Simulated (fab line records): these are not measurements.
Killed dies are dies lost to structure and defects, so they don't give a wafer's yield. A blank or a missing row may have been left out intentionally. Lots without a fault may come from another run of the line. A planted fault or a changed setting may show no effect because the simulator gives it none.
What tool caused it? -- flow sky130 -- Sampling: 7 lots, 21 wafers, 5 of 708 route steps

WHAT THE GAUGES READ, wafer by wafer
SKY_CAPM_RS_MEAS_03: the measuring method here is four-point-probe.
lot,measured,on,CAPM_TIN_RS (ohm/sq)
L867,day 37 11:44,film_metro-04,6.98 7.03 6.98
L872,day 38 18:34,film_metro-03,6.96 6.96 6.97
L874,day 39 01:25,film_metro-01,6.80 6.80 6.74
L877,day 43 12:07,film_metro-04,6.77 6.75 6.79
L878,day 43 13:29,film_metro-03,- - - - - -
L885,day 43 15:12,film_metro-01,6.95 6.87 6.89
L880,day 43 17:30,film_metro-01,6.74 6.71 6.77

EACH LOT AND THE TOOL THAT RAN IT (in order: tool; ch and the chambers of the sampled wafers; start)
lot,SKY_VIA2_ETCH_14,SKY_METAL3_SPUTTER_03,SKY_METAL3_SPUTTER_04,SKY_CAPM_SPUTTER_02
L867,"rie_diel-01 ch 0,1,3, day 37 09:59","pvd_sputter-01, day 37 11:26","pvd_sputter-01, day 37 11:28","pvd_sputter-02, day 37 11:35"
L872,"rie_diel-01 ch 1,2,3, day 38 16:47","pvd_sputter-02, day 38 18:17","pvd_sputter-02, day 38 18:18","pvd_sputter-04, day 38 18:26"
L874,"rie_diel-03 ch 0,1,2, day 38 23:35","pvd_sputter-01, day 39 01:05","pvd_sputter-01, day 39 01:07","pvd_sputter-04, day 39 01:15"
L877,"rie_diel-04 ch 0,2,3, day 43 10:20","pvd_sputter-03, day 43 11:50","pvd_sputter-03, day 43 11:52","pvd_sputter-04, day 43 11:59"
L878,"rie_diel-01 ch 0,1, day 43 11:41","pvd_sputter-01, day 43 13:11","pvd_sputter-01, day 43 13:13","pvd_sputter-02, day 43 13:20"
L885,"rie_diel-01 ch 1,3, day 43 13:26","pvd_sputter-02, day 43 14:56","pvd_sputter-02, day 43 14:58","pvd_sputter-01, day 43 15:05"
L880,"rie_diel-04 ch 0,1,3, day 43 15:44","pvd_sputter-01, day 43 17:14","pvd_sputter-01, day 43 17:16","pvd_sputter-01, day 43 17:23"
- SKY_VIA2_ETCH_14: etches BARC in N2/H2, stops on SiO2, time 45.9 s, target depth 60 nm.
- SKY_METAL3_SPUTTER_03: material Ti, target thk 5 nm, time 3.3 s.
- SKY_METAL3_SPUTTER_04: material TiN, target thk 70 nm, time 58.3 s.
- SKY_CAPM_SPUTTER_02: material TiN, target thk 200 nm, time 166.7 s.

THE ANSWER, worked out from the rows above alone
Rule: the usual values come from the lots themselves. The widest of any qualifying gaps counts: lots, ordered by their means at a reading, are off when they make up no more than a third of the lots, leave a main group of 4 or more, and stand apart from it by 3 or more times the standard deviation of that group's means. A main group whose means are all the same, to the digits that the tables above print for the reading, isn't used. Also off: a lot with no number at a reading for which 4 or more lots have one. Any other lot the step has rows for is counted as sound.
Off: L878, at SKY_CAPM_RS_MEAS_03 (CAPM_TIN_RS). Without a number there: L878. For the main group the mean is 6.86 ohm/sq and the standard deviation 0.1.
If a tool, at a process step before that reading, ran all the lots that are off and no sound lot after the first of them, it fits. The gauges at SKY_CAPM_RS_MEAS_03 are tried like those tools. This does not decide it: 2 tools fit, namely pvd_sputter-02 at SKY_CAPM_SPUTTER_02 and film_metro-03 at SKY_CAPM_RS_MEAS_03.

WHAT WAS PUT IN BY THE SIMULATOR
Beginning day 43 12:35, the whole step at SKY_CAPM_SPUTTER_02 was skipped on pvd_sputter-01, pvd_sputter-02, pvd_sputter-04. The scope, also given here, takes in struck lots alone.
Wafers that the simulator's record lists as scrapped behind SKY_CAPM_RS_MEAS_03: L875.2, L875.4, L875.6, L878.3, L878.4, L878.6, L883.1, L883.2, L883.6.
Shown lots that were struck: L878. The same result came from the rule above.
